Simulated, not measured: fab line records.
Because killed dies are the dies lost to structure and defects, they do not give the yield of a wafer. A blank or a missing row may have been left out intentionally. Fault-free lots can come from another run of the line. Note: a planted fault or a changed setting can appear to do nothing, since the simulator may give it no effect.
Struck lot and sound lot, side by side / flow sfq line / 41 steps out of a route of 325
Sound: wafers L934.1, L934.3, L934.4. Wafers L938.3, L938.5, L938.6 were the ones struck. The cause is given at the end.
Order at every step that has rows: each side's tool, ch and its chambers, its first start. Under that, the readings that differ: sound wafers / struck wafers / difference of the means / sigmas: that difference in standard deviations of wafers without a fault.
alike: same words and numbers on both sides, and readings whose means sit less than 2 such deviations apart. not compared: any withheld reading, any reading some wafer has no value for, any bound like >300 that may hide the same value, and any number with overlapping values for which the record gives no deviation.
Wherever a step has rows on one side only, a row that says differs or no value, or a row with sigmas, the two part there. Numbers that don't overlap but have no deviation are shown without sigmas and don't part them. A reading that every wafer of one side lacks parts them only if that side has two wafers or more.

first, 6 steps without rows for these wafers: SFQ_TRILAYER_L0_VIA_LITHO_COAT_018 (resist thk 62 nm); SFQ_TRILAYER_L0_VIA_LITHO_COAT_013 (resist thk 650 nm); SFQ_TRILAYER_L0_VIA_LITHO_SOFTBAKE_017; SFQ_TRILAYER_L0_VIA_LITHO_EXPOSE_014 (exposes mask L0V, target cd 700 nm); SFQ_TRILAYER_L0_VIA_LITHO_PEB_016 (peb time 60 s); SFQ_TRILAYER_L0_VIA_LITHO_DEVELOP_015 (time 60 s).
SFQ_L0V_OVL_MEAS_903:
  sound: overlay-02 at day 6 05:54; struck: overlay-02 at day 7 11:43
reading=L0V_OVL (nm); sound=9 10 4; struck=-5 -5 -4; difference=-12; sigmas=-3
then, 5 steps without rows for these wafers: SFQ_TRILAYER_L0_VIA_BARC_OPEN_VIA_ETCH_021 (etches BARC in O2, target depth 125 nm, time 41.7 s); SFQ_TRILAYER_L0_VIA_ETCH_VIA_ETCH_016 (etches SiO2 in CHF3, stops on MoNx KI, target depth 80 nm); SFQ_TRILAYER_L0_VIA_STRIP_STRIP_017 (strips in O2); SFQ_TRILAYER_L0_VIA_STRIP_SOLV_CLEAN_018 (cleans in NMP, time 600 s); SFQ_TRILAYER_M0_DEP_PRE_CLEAN_020 (time 15 s).
SFQ_TRILAYER_M0_DEP_SPUTTER_019: material Nb, target thk 200 nm, time 133.3 s.
  sound: pvd sputter-05 at day 6 06:49; struck: pvd sputter-05 at day 7 12:38
reading=model.Nb_of_TRILAYER_M0_DEP_SPUTTER_019.thk nm (nm); sound=196.3 195.5 196.9; struck=174 174.7 175.5; difference=-22; sigmas=
  alike: chamber pressure pa, resputter cathode voltage v, throttle valve pct
SFQ_M0_RS_MEAS_904: measurement is done with a four-point probe.
  sound: film metro-02 at day 6 06:55; struck: film metro-01 at day 7 13:03
reading=M0_NB_RS (ohm/sq); sound=0.906 0.908 0.904; struck=1.027 1.024 1.016; difference=+0.116; sigmas=+13
  not compared: hold
then, 5 steps without rows for these wafers: SFQ_TRILAYER_M0_LITHO_COAT_021 (resist thk 600 nm); SFQ_TRILAYER_M0_LITHO_SOFTBAKE_025; SFQ_TRILAYER_M0_LITHO_EXPOSE_022 (exposes mask M0, target cd 500 nm); SFQ_TRILAYER_M0_LITHO_PEB_024 (peb time 60 s); SFQ_TRILAYER_M0_LITHO_DEVELOP_023 (time 60 s).
-- the record jumps here: 4 days lie between the struck wafers' starts before and after --
SFQ_M0_OVL_MEAS_906:
  sound: overlay-02 at day 9 17:43; struck: overlay-02 at day 11 05:31
  alike: M0_OVL
SFQ_TRILAYER_M0_BARC_OPEN_METAL_ETCH_031: etches BARC in O2, target depth 125 nm, time 41.7 s.
  sound on rie metal-04 ch 0,1, day 9 17:44; struck on rie metal-01 ch 0,1, day 11 05:34
  alike: drypump motor current A, oes product au
  not compared: rf hours counter h
SFQ_TRILAYER_M0_ETCH_METAL_ETCH_024: etches Nb in Cl2/Ar, stops on SiO2, target depth 240 nm, time 120 s.
  sound on rie metal-04 ch 0,1, day 9 17:48; struck on rie metal-01 ch 0,1, day 11 05:39
reading=oes product au (a.u.); sound=0.884 0.886 0.892; struck=0.823 0.831 0.843; difference=-0.055; sigmas=-8
  alike: drypump motor current A
  not compared: rf hours counter h
SFQ_TRILAYER_M0_STRIP_STRIP_025: strips in O2.
  sound on rie metal-04 ch 0,1, day 9 17:56; struck on rie metal-01 ch 0,1, day 11 05:56
  alike: drypump motor current A, oes product au
  not compared: rf hours counter h
then, 1 step without rows for these wafers: SFQ_TRILAYER_M0_STRIP_SOLV_CLEAN_026 (cleans in NMP, time 600 s).
SFQ_TRILAYER_I0_DEP_PECVD_027: deposits SiO2 from SiH4/N2O, time 111.11 s, target thk 500 nm.
  sound on pecvd-01 ch 0,1,2, day 9 18:42; struck on pecvd-03 ch 1,2, day 11 06:30
  alike: heater power w, throttle valve pct
then, 1 step without rows for these wafers: SFQ_TRILAYER_I0_CMP_CMP_028 (polishes SiO2).
SFQ_I0_BOW_MEAS_907:
  sound: film metro-03 at day 9 21:47; struck: film metro-01 at day 11 15:41
  alike: I0_BOW
then, 7 steps without rows for these wafers: SFQ_TRILAYER_I0_METRO_MEASURE_029; SFQ_TRILAYER_I0_VIA_LITHO_COAT_036 (resist thk 62 nm); SFQ_TRILAYER_I0_VIA_LITHO_COAT_031 (resist thk 650 nm); SFQ_TRILAYER_I0_VIA_LITHO_SOFTBAKE_035; SFQ_TRILAYER_I0_VIA_LITHO_EXPOSE_032 (exposes mask I0, target cd 500 nm); SFQ_TRILAYER_I0_VIA_LITHO_PEB_034 (peb time 60 s); SFQ_TRILAYER_I0_VIA_LITHO_DEVELOP_033 (time 60 s).
-- the record jumps here: 4 days lie between the struck wafers' starts before and after --
SFQ_I0_OVL_MEAS_908:
  sound: overlay-02 at day 13 20:19; struck: overlay-02 at day 15 21:15
  alike: I0_OVL
SFQ_TRILAYER_I0_VIA_BARC_OPEN_VIA_ETCH_046: etches BARC in O2, target depth 125 nm, time 41.7 s.
  sound on rie diel-04 ch 0,1,2, day 13 20:20; struck on rie diel-02 ch 0,2, day 15 21:16
  alike: drypump motor current A, oes product au
  not compared: rf hours counter h
SFQ_TRILAYER_I0_VIA_ETCH_VIA_ETCH_034: etches SiO2 in CHF3, stops on Nb, target depth 260 nm.
  sound on rie diel-04 ch 0,1,2, day 13 20:23; struck on rie diel-02 ch 0,2, day 15 21:19
  alike: drypump motor current A, oes product au
then, 3 steps without rows for these wafers: SFQ_TRILAYER_I0_VIA_STRIP_STRIP_035 (strips in O2); SFQ_TRILAYER_I0_VIA_STRIP_SOLV_CLEAN_036 (cleans in NMP, time 600 s); SFQ_TRILAYER_M1_DEP_PRE_CLEAN_038 (time 22.5 s).
-- the record jumps here: 59 days lie between the struck wafers' starts before and after --
SFQ_M8_BOW_MEAS_951:
  sound: film metro-04 at day 70 07:26; struck: film metro-01 at day 75 00:55
reading=model.etest.m0.ohm um; sound=1.827 1.827 1.812; struck=2.056 2.05 2.038; difference=+0.226; sigmas=
reading=model.etest.m0.ohm sq; sound=0.9073 0.9106 0.9045; struck=1.023 1.019 1.015; difference=+0.112; sigmas=
reading=model.etest.i0.link ohm; sound=1.997 1.998 2.007; struck=2.09 2.092 2.093; difference=+0.09; sigmas=
  alike: M8_BOW

== WHERE THEY PART ==
First at SFQ_L0V_OVL_MEAS_903; last, within this record, at SFQ_TRILAYER_M0_ETCH_METAL_ETCH_024. Later steps at which nothing parts them and some readings are alike: SFQ_TRILAYER_M0_STRIP_STRIP_025, SFQ_TRILAYER_I0_DEP_PECVD_027, SFQ_I0_BOW_MEAS_907, SFQ_I0_OVL_MEAS_908, SFQ_TRILAYER_I0_VIA_BARC_OPEN_VIA_ETCH_046, SFQ_TRILAYER_I0_VIA_ETCH_VIA_ETCH_034, SFQ_M8_BOW_MEAS_951.

WHY: what the simulator had put in
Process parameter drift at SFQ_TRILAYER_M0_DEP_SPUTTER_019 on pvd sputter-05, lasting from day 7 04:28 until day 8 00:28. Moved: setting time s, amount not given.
